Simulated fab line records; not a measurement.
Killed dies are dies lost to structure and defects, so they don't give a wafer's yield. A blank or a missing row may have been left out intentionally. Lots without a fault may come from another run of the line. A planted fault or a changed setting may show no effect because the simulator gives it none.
Which of the tools did it? | flow gf180mcu | 15 lots with 45 wafers sampled at 5 steps, on a route of 602 steps

## WHAT THE GAUGES SHOWED, per wafer
GF_HV_LDD_OVL_MEAS_47.
lot  | measured     | on         | HV_LDD_03_OVL (nm)
L224 | day 12 05:29 | overlay-02 | 0.9 1.4 1.0
L226 | day 12 19:03 | overlay-01 | 2.6 1.2 0.8
L227 | day 13 11:51 | overlay-01 | -0.3 -1.0 0.5
L228 | day 13 17:57 | overlay-02 | 1.3 0.9 1.3
L230 | day 14 07:42 | overlay-01 | 0.5 3.5 -0.9
L231 | day 14 09:17 | overlay-02 | -0.3 0.7 0.3
L232 | day 15 05:48 | overlay-02 | 1.5 2.5 0.9
L233 | day 15 06:05 | overlay-01 | 1.1 2.4 0.5
L234 | day 15 14:11 | overlay-02 | 0.6 -2.0 -1.7
L235 | day 15 21:50 | overlay-02 | 0.0 -2.8 1.0
L238 | day 17 14:38 | overlay-01 | 1.6 -0.1 2.0
L239 | day 17 17:45 | overlay-02 | 3.1 2.5 2.9
L242 | day 18 18:32 | overlay-02 | 1.7 2.2 2.1
L243 | day 18 21:11 | overlay-01 | 0.9 0.0 0.8
L246 | day 19 17:38 | overlay-01 | 2.3 0.3 1.7

GF_HV_LDD_TW_MEAS_50.
lot  | measured     | on            | HV_LDD_4_TW
L224 | day 12 05:46 | film_metro-04 | 571.8 570.8 567.3
L226 | day 12 19:20 | film_metro-03 | 568.0 574.4 568.4
L227 | day 13 12:08 | film_metro-04 | 567.1 567.8 567.4
L228 | day 13 18:14 | film_metro-04 | 567.1 565.4 567.9
L230 | day 14 07:59 | film_metro-02 | 566.8 566.5 566.1
L231 | day 14 09:35 | film_metro-04 | 573.7 570.1 569.6
L232 | day 15 06:06 | film_metro-04 | 572.8 574.1 571.3
L233 | day 15 06:23 | film_metro-04 | 572.9 569.4 570.2
L234 | day 15 14:28 | film_metro-02 | 572.7 570.0 567.9
L235 | day 15 22:08 | film_metro-04 | 570.0 572.0 574.0
L238 | day 17 14:55 | film_metro-03 | 569.1 576.5 574.0
L239 | day 17 18:02 | film_metro-03 | 571.7 569.3 573.6
L242 | day 18 18:50 | film_metro-04 | 571.2 571.9 572.6
L243 | day 18 21:29 | film_metro-04 | 568.9 571.2 571.9
L246 | day 19 17:55 | film_metro-02 | 570.2 570.0 573.5

GF_NSD_TW_MEAS_12.
lot  | measured     | on            | NSD_TW
L224 | day 13 04:29 | film_metro-01 | 4343 4306 4347
L226 | day 13 18:56 | film_metro-01 | 4297 4289 4298
L227 | day 14 11:40 | film_metro-03 | 4249 4227 4257
L228 | day 14 18:12 | film_metro-04 | 4267 4281 4287
L230 | day 15 08:59 | film_metro-01 | 4329 4343 4336
L231 | day 15 11:03 | film_metro-01 | 4342 4347 4344
L232 | day 16 06:59 | film_metro-01 | 4296 4316 4317
L233 | day 16 08:16 | film_metro-01 | 4344 4329 4314
L234 | day 16 16:17 | film_metro-03 | 4240 4282 4253
L235 | day 16 23:44 | film_metro-01 | 4322 4315 4316
L238 | day 18 17:40 | film_metro-03 | 4253 4240 4224
L239 | day 18 22:11 | film_metro-03 | 4216 4235 4233
L242 | day 19 22:24 | film_metro-01 | 4361 4327 4346
L243 | day 20 01:19 | film_metro-03 | 4247 4280 4271
L246 | day 20 21:14 | film_metro-04 | 4240 4237 4238

GF_PSD_RS_MEAS_14: measurement is done with a four-point probe.
lot  | measured     | on            | NSD_RS (ohm/sq)
L224 | day 14 00:11 | film_metro-04 | 46.57 46.56 46.57
L226 | day 14 15:38 | film_metro-01 | 46.37 46.32 46.48
L227 | day 15 09:19 | film_metro-04 | 46.38 46.46 46.53
L228 | day 15 16:44 | film_metro-03 | 46.62 46.66 46.66
L230 | day 16 06:37 | film_metro-01 | 46.45 46.39 46.41
L231 | day 16 09:27 | film_metro-03 | 46.68 46.58 46.69
L232 | day 17 06:34 | film_metro-04 | 46.51 46.47 46.33
L233 | day 17 07:28 | film_metro-01 | 46.43 46.57 46.52
L234 | day 17 16:16 | film_metro-01 | 46.49 46.45 46.46
L235 | day 17 23:49 | film_metro-03 | 46.54 46.56 46.60
L238 | day 19 18:43 | film_metro-01 | - - -
L239 | day 19 22:46 | film_metro-03 | - - -
L242 | day 20 23:28 | film_metro-03 | 46.55 46.48 46.59
L243 | day 21 01:44 | film_metro-04 | - - -
L246 | day 21 21:53 | film_metro-03 | 46.50 46.61 46.57

## TOOL THAT RAN EACH LOT (tool first, then ch and the chambers of the sampled wafers, then the start)
lot  | GF_NSD_IMPLANT_09
L224 | implanter-03 ch 0, day 13 04:05
L226 | implanter-02 ch 0, day 13 18:32
L227 | implanter-02 ch 0, day 14 11:16
L228 | implanter-02 ch 0, day 14 17:49
L230 | implanter-03 ch 0, day 15 08:37
L231 | implanter-02 ch 0, day 15 10:40
L232 | implanter-02 ch 0, day 16 06:37
L233 | implanter-04 ch 0, day 16 07:52
L234 | implanter-02 ch 0, day 16 15:53
L235 | implanter-02 ch 0, day 16 23:20
L238 | implanter-02 ch 0, day 18 17:16
L239 | implanter-02 ch 0, day 18 21:47
L242 | implanter-04 ch 0, day 19 22:01
L243 | implanter-02 ch 0, day 20 00:55
L246 | implanter-03 ch 0, day 20 20:50
- GF_NSD_IMPLANT_09

## WHAT THE TOOLS THEMSELVES READ (means of the sampled wafers that have a number; where no wafer has one, the mark that the record gives instead)
GF_NSD_IMPLANT_09.
lot  | tool         | tilt_deg (degrees)
L224 | implanter-03 | 7.004
L226 | implanter-02 | 7.002
L227 | implanter-02 | 6.957
L228 | implanter-02 | 7.026
L230 | implanter-03 | 7.004
L231 | implanter-02 | 7.028
L232 | implanter-02 | 7.020
L233 | implanter-04 | 7.002
L234 | implanter-02 | 7.018
L235 | implanter-02 | 7.023
L238 | implanter-02 | 6.299
L239 | implanter-02 | 6.270
L242 | implanter-04 | 7.015
L243 | implanter-02 | 6.278
L246 | implanter-03 | 6.995

## THE ANSWER, worked out from the rows above alone
Rule: usual is defined by the lots themselves. Put in order of their means at a reading, lots are off if they are a third of the lots or fewer, leave a main group of 4 or more, and stand apart from it by a gap of 3 or more times the standard deviation of the main group's means; of several such gaps the widest counts. Not used: any main group whose means are identical at the precision the tables above print for the reading. Also off: a lot with no number at a reading for which 4 or more lots have one. Any other lot the step has rows for is counted as sound. First the gauges in route order, then the tools' own readings, where a lot's mean is used as printed above. At the first step where some lot is off, the reading lying furthest off is the one used; lots without a number count as furthest.
Off: L238, L239, L243, at GF_PSD_RS_MEAS_14 (NSD_RS). Without a number there: L238, L239, L243. Main group: mean 46.52 ohm/sq, sd 0.082.
A tool fits if, at a process step before that reading, it ran every lot that is off, and no sound lot after the first of them. The gauges at GF_PSD_RS_MEAS_14 aren't tried: what is off there is off at GF_NSD_IMPLANT_09 too, on other tools, and a gauge's error can't cause that. One fits: GF_NSD_IMPLANT_09 on implanter-02. A fault onset in the window from L235 (day 16 23:20, its last sound lot) to L238 (day 18 17:16, its first lot off) fits.
The tool's own readings at GF_NSD_IMPLANT_09 bear it out: on the lots that are off they differ by more than 5 times the standard deviation of the sound lots' means. tilt_deg reads 6.282 degrees there against 7.008 degrees on the sound lots.

## WHAT WAS PUT IN BY THE SIMULATOR
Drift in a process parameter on implanter-02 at GF_NSD_IMPLANT_09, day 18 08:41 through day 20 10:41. Setting tilt_deg, moved by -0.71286, from 7. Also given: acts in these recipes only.
Struck lots among those shown: L238, L239, L243. The rule above found the same.
